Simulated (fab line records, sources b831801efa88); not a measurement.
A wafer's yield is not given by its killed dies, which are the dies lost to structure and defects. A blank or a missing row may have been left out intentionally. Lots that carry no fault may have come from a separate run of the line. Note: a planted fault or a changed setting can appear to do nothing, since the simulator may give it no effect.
Matching of chambers ; flow gf180mcu ; GF_MIM_CVD_05 on pecvd-03: 3 sister chambers
The step deposits Si3N4, target thk 42 nm, time 29.086 s. 6 wafers are shown with their chamber, then 8 later ones without.

== WAFERS WITH THEIR CHAMBER ==
wafer;chamber;heaterPowerW (W)
L077.5;1;745
L078.5;1;711
L081.2;2;759
L081.3;0;769
L081.6;0;799
L087.2;2;727

== WAFERS MISSING THEIR CHAMBER ==
wafer;heaterPowerW (W)
L087.5;740
L087.6;786
L092.2;640
L092.4;891
L092.6;762
L095.1;867
L095.3;745
L095.6;762

== WHICH CHAMBER EACH ONE RAN IN ==
wafer;from the rows above;in truth
L087.5;can't be placed: 2 or 1 or 0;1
L087.6;can't be placed: 0 or 2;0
L092.2;can't be placed: 1 or 2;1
L092.4;can't be placed: 0 or 2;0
L092.6;can't be placed: 2 or 0 or 1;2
L095.1;can't be placed: 0 or 2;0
L095.3;can't be placed: 2 or 1 or 0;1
L095.6;can't be placed: 2 or 0 or 1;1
Correct placement for 0 of the 8. Not placeable from these rows: 8 (in 8, the candidates include the true chamber). Placed wrongly: 0.
How it was worked out, from the rows above alone: a wafer's distance from a chamber is the root of the sum, over the readings, of the square of ((its reading less the chamber's mean) divided by the reading's scatter). The wafer belongs to the nearest chamber; if the next one is less than 2 further off, it can't be placed. A chamber's mean is the mean of its shown wafers. The scatter is the square root of a quotient: the sum, over the shown wafers, of each reading's squared deviation from its chamber's mean, divided by wafers minus chambers.
